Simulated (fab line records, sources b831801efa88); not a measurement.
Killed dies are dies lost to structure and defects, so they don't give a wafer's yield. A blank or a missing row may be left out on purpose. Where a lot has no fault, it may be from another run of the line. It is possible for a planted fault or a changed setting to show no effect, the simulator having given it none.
A lot that was struck, set against a sound lot || flow sfq-line || 43 steps out of a route of 325
Sound: these wafers, L972.3, L972.4, L972.6. Struck: wafer L969.6. (L969.1 of the same lot was not struck and is left out.) The cause comes at the end.
Order at every step that has rows: each side's tool, ch and its chambers, its first start. Under that, the readings that differ: sound wafers || struck wafers || difference of the means || sigmas: that difference in standard deviations of wafers without a fault.
alike: words and numbers the same on both sides, and readings whose means are apart by under 2 such deviations; not compared: readings that were withheld, readings missing a value for some wafer, numbers with overlapping values and no deviation given by the record, and bounds like >300 which may hide the same value.
A row with sigmas, a row that says differs or no value, or rows on one side alone: a step with any of these is where the two part. Numbers that have no deviation but don't overlap get no sigmas and don't part them. A reading missing from all wafers of one side parts the sides only when that side holds two or more wafers.

first, 3 steps without rows for these wafers: SFQ_TRILAYER_M5_LITHO_EXPOSE_124 (exposes mask M5, target cd 700 nm); SFQ_TRILAYER_M5_LITHO_PEB_126 (peb time 60 s); SFQ_TRILAYER_M5_LITHO_DEVELOP_125 (time 60 s).
SFQ_M5_OVL_MEAS_932:
  sound: overlay-02 at day 51 08:49; struck: overlay-02 at day 50 12:24
  alike: M5_OVL
then, 7 steps without rows for these wafers: SFQ_TRILAYER_M5_BARC_OPEN_METAL_ETCH_161 (etches BARC in O2, target depth 125 nm, time 41.7 s); SFQ_TRILAYER_M5_ETCH_METAL_ETCH_126 (etches Nb in Cl2/BCl3, stops on SiO2, time 203.2 s, target depth 265 nm); SFQ_TRILAYER_M5_STRIP_STRIP_127 (strips in O2); SFQ_TRILAYER_M5_STRIP_SOLV_CLEAN_128 (cleans in NMP, time 600 s); SFQ_TRILAYER_A5B_DEP_PECVD_129 (deposits SiO2 from SiH4/N2O, time 133.33 s, target thk 600 nm); SFQ_TRILAYER_A5B_CMP_CMP_130 (polishes, stops on Nb, target thk 340.7 nm); SFQ_TRILAYER_A5B_METRO_MEASURE_131.
SFQ_TRILAYER_R5_DEP_SPUTTER_132: material Ti, target thk 5 nm, time 5 s.
  sound: pvd-sputter-06 at day 52 19:51; struck: pvd-sputter-05 at day 52 02:48
  alike: throttle-valve-pct
SFQ_TRILAYER_R5_DEP_SPUTTER_133: material MoNx, target thk 40 nm, time 66.7 s.
  sound: pvd-sputter-06 at day 52 19:52; struck: pvd-sputter-05 at day 52 02:49
{"reading": "model.MoNx_of_TRILAYER_R5_DEP_SPUTTER_133.thk-nm (nm)", "sound": "40.08 39.44 39.54", "struck": 25.37, "difference": -14.32, "sigmas": ""}
  alike: throttle-valve-pct
then, 1 step without rows for these wafers: SFQ_TRILAYER_R5_DEP_SPUTTER_134 (material Ti, target thk 5 nm, time 5 s).
SFQ_R5_RS_MEAS_933: uses a four-point probe to measure.
  sound: film-metro-01 at day 52 19:59; struck: film-metro-01 at day 52 02:53
{"reading": "R5_MONX_RS (ohm/sq)", "sound": "7.04 7.14 7.12", "struck": 10.78, "difference": "+3.68", "sigmas": "+41"}
SFQ_R5_THK_MEAS_934: measures by xrf.
  sound: film-metro-01 at day 52 20:05; struck: film-metro-01 at day 52 03:01
{"reading": "R5_MONX_THK (nm)", "sound": "40.9 40.0 40.2", "struck": 25.6, "difference": -14.8, "sigmas": -27}
then, 6 steps without rows for these wafers: SFQ_TRILAYER_R5_LITHO_COAT_141 (resist thk 62 nm); SFQ_TRILAYER_R5_LITHO_COAT_136 (resist thk 600 nm); SFQ_TRILAYER_R5_LITHO_SOFTBAKE_140; SFQ_TRILAYER_R5_LITHO_EXPOSE_137 (exposes mask R5, target cd 500 nm); SFQ_TRILAYER_R5_LITHO_PEB_139 (peb time 60 s); SFQ_TRILAYER_R5_LITHO_DEVELOP_138 (time 60 s).
-- the record jumps here: 5 days lie between the struck wafers' starts before and after --
SFQ_R5_OVL_MEAS_935:
  sound: overlay-01 at day 57 15:52; struck: overlay-01 at day 56 19:03
  alike: R5_OVL
SFQ_TRILAYER_R5_BARC_OPEN_METAL_ETCH_177: etches BARC in O2, target depth 125 nm, time 41.7 s.
  sound on rie-metal-01 ch 0,1, day 57 15:55; struck on rie-metal-04 ch 1, day 56 19:05
{"reading": "oes-product-au (a.u.)", "sound": "0.682 0.685 0.680", "struck": 0.695, "difference": "+0.013", "sigmas": "+3"}
  alike: drypump-motor-current-A
  not compared: rf-hours-counter-h
then, 1 step without rows for these wafers: SFQ_TRILAYER_R5_ETCH_METAL_ETCH_139 (etches the open film in Cl2, stops on SiO2, target depth 60 nm, time 40 s).
SFQ_TRILAYER_R5_STRIP_STRIP_140: strips in O2.
  sound on rie-metal-01 ch 0,1, day 57 16:13; struck on rie-metal-04 ch 1, day 56 19:12
{"reading": "oes-product-au (a.u.)", "sound": "0.996 0.982 0.988", "struck": 1.040, "difference": "+0.051", "sigmas": "+4"}
  alike: drypump-motor-current-A, platen-temp-c
  not compared: rf-hours-counter-h
then, 8 steps without rows for these wafers: SFQ_TRILAYER_R5_STRIP_SOLV_CLEAN_141 (cleans in NMP, time 600 s); SFQ_TRILAYER_A5C_DEP_PECVD_142 (deposits SiO2 from SiH4/N2O, time 15.556 s, target thk 70 nm); SFQ_TRILAYER_I5_LITHO_COAT_149 (resist thk 62 nm); SFQ_TRILAYER_I5_LITHO_COAT_144 (resist thk 650 nm); SFQ_TRILAYER_I5_LITHO_SOFTBAKE_148; SFQ_TRILAYER_I5_LITHO_EXPOSE_145 (exposes mask I5, target cd 700 nm); SFQ_TRILAYER_I5_LITHO_PEB_147 (peb time 60 s); SFQ_TRILAYER_I5_LITHO_DEVELOP_146 (time 60 s).
SFQ_I5_OVL_MEAS_936:
  sound: overlay-02 at day 59 02:22; struck: overlay-01 at day 58 05:58
  alike: I5_OVL
SFQ_TRILAYER_I5_BARC_OPEN_VIA_ETCH_200: etches BARC in O2, target depth 125 nm, time 41.7 s.
  sound on rie-diel-02 ch 0,1,2, day 59 02:23; struck on rie-diel-02 ch 0, day 58 05:59
  alike: drypump-motor-current-A, oes-product-au
  not compared: rf-hours-counter-h
SFQ_TRILAYER_I5_ETCH_VIA_ETCH_147: etches the open film in CHF3, stops on Nb, target depth 360 nm.
  sound on rie-diel-02 ch 0,1,2, day 59 02:26; struck on rie-diel-02 ch 0, day 58 06:02
  alike: drypump-motor-current-A, oes-product-au
then, 5 steps without rows for these wafers: SFQ_TRILAYER_I5_STRIP_STRIP_148 (strips in O2); SFQ_TRILAYER_I5_STRIP_SOLV_CLEAN_149 (cleans in NMP, time 600 s); SFQ_TRILAYER_C5_LITHO_COAT_156 (resist thk 62 nm); SFQ_TRILAYER_C5_LITHO_COAT_151 (resist thk 650 nm); SFQ_TRILAYER_C5_LITHO_SOFTBAKE_155.
-- the record jumps here: 16 days lie between the struck wafers' starts before and after --
SFQ_M8_BOW_MEAS_951:
  sound: film-metro-04 at day 77 05:55; struck: film-metro-04 at day 74 00:19
{"reading": "M8_BOW (um)", "sound": "19 18 18", "struck": -8, "difference": -26, "sigmas": -2}
  not compared: model.etest.r5.ohm-um, model.etest.r5.ohm-sq, model.etest.c5.link-ohm

== WHERE THEY PART ==
First at SFQ_R5_RS_MEAS_933; last, within this record, at SFQ_M8_BOW_MEAS_951.

WHY: what had been put in by the simulator
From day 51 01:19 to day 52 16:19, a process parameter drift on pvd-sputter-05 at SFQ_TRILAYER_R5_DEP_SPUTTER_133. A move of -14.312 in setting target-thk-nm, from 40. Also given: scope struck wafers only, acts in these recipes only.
